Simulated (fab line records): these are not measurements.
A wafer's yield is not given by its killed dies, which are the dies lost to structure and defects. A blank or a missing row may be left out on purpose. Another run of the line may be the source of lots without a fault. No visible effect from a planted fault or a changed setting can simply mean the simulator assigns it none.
One fault through the eyes of 2 desks :: flow gf180mcu :: numbers are kept per desk, each desk with only its own; the story behind them comes last

## THE METROLOGY DESK
Means of the sampled wafers that have a number, per lot and without regard to the tool the lot ran on: this is what the gauges read. The brackets show how far a lot's mean lies from the usual mean; more than 4 standard deviations puts the lot out of limits, marked OUT.
Columns: A = HV_LDD_2_TW at GF_HV_LDD_TW_MEAS_23, usual 1056; B = cdNm at GF_NSD_CD_MEAS_07, usual 399.7 nm; C = cdNm at GF_PSD_CD_MEAS_07, usual 399.8 nm; D = NSD_RS at GF_PSD_RS_MEAS_14, usual 46.28 ohm/sq; E = PSD_RS at GF_PSD_RS_MEAS_15, usual 108.94 ohm/sq
lot: L465
first seen here: day 10 18:31
A: 1052
B: 399.9
C: 397.4
D: 46.28
E: 109.08

lot: L467
first seen here: day 11 12:31
A: 1038
B: 400.3
C: 398.9
D: 46.19
E: 108.89

lot: L468
first seen here: day 11 19:55
A: 1044
B: 398.5
C: 399.3
D: 46.35
E: 108.98

lot: L471
first seen here: day 12 14:04
A: 1054
B: 397.3
C: 403.8
D: 46.15
E: 108.87

lot: L472
first seen here: day 13 00:46
A: 1059
B: 402.3
C: 401.4
D: 46.43
E: 109.28

lot: L473
first seen here: day 13 05:07
A: 1059
B: 400.5
C: 399.9
D: 42.84 (-38) OUT
E: 98.88 (-44) OUT

lot: L474
first seen here: day 13 16:05
A: 1064
B: 399.9
C: 400.2
D: 42.78 (-38) OUT
E: 99.06 (-43) OUT

lot: L483
first seen here: day 16 16:35
A: 1046
B: 397.3
C: 402.4
D: 46.33
E: 109.07

lot: L484
first seen here: day 16 19:40
A: 1044
B: 400.3
C: 400.6
D: 46.28
E: 108.89

lot: L485
first seen here: day 17 05:43
A: 1056
B: 401.0
C: 399.3
D: 46.34
E: 108.90

lot: L486
first seen here: day 17 08:53
A: 1063
B: 402.8
C: 399.0
D: 46.29
E: 109.03

lot: L487
first seen here: day 17 16:41
A: 1038
B: 398.6
C: 401.1
D: 46.29
E: 109.05

lot: L488
first seen here: day 18 05:04
A: 1061
B: 400.7
C: 400.7
D: 46.21
E: 108.99
This desk's finding: out of limits on L473, L474; first on L473, day 16 22:19 (NSD_RS at GF_PSD_RS_MEAS_14). L465, L467, L468, L471, L472, L483, L484, L485, L486, L487, L488 stayed within limits.

## AT THE TOOL OWNER'S DESK: rtpAnneal-01
The tool's own readings at GF_PSD_RTA_13 (time 19.39 s): means of the sampled wafers that have a number, for each lot that ran on this tool. The brackets show how far a lot's mean lies from the usual mean; more than 4 standard deviations puts the lot out of limits, marked OUT.
Columns: A = lampPowerPct at GF_PSD_RTA_13, usual 35.6 %; B = wafer_temp_C_max at GF_PSD_RTA_13, usual 1029.5
lot: L465
first seen here: day 14 03:11
A: 35.3
B: 1029.6

lot: L467
first seen here: day 15 01:32
A: 35.3
B: 1030.0

lot: L471
first seen here: day 16 04:29
A: 35.3
B: 1028.8

lot: L472
first seen here: day 16 17:05
A: 35.3
B: 1029.2

lot: L473
first seen here: day 16 22:14
A: 35.3
B: 1029.1

lot: L474
first seen here: day 17 11:20
A: 35.3
B: 1028.7

lot: L483
first seen here: day 20 18:28
A: 35.3
B: 1030.0

lot: L484
first seen here: day 20 23:29
A: 35.3
B: 1029.1

lot: L485
first seen here: day 21 08:16
A: 35.4
B: 1029.7

lot: L487
first seen here: day 21 19:49
A: 35.3
B: 1030.6

lot: L488
first seen here: day 22 09:22
A: 35.3
B: 1029.6
This desk found nothing out of limits on any of the 11 lots.

## BROUGHT TOGETHER
An alarm was possible from the metrology desk at day 16 22:19, on L473, L474.
Nothing out of limits was seen by the tool owner's desk.
On record at the tool owner's desk: L473, L474, within its limits.
All the named lots went through GF_PSD_RTA_13 on rtpAnneal-01.

## WHAT HAD BEEN PUT IN BY THE SIMULATOR
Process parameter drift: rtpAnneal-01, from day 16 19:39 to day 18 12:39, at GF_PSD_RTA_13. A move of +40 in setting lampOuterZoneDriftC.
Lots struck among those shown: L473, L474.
Hours from the fault's start to each desk's first reading out of limits: the metrology desk, 3.
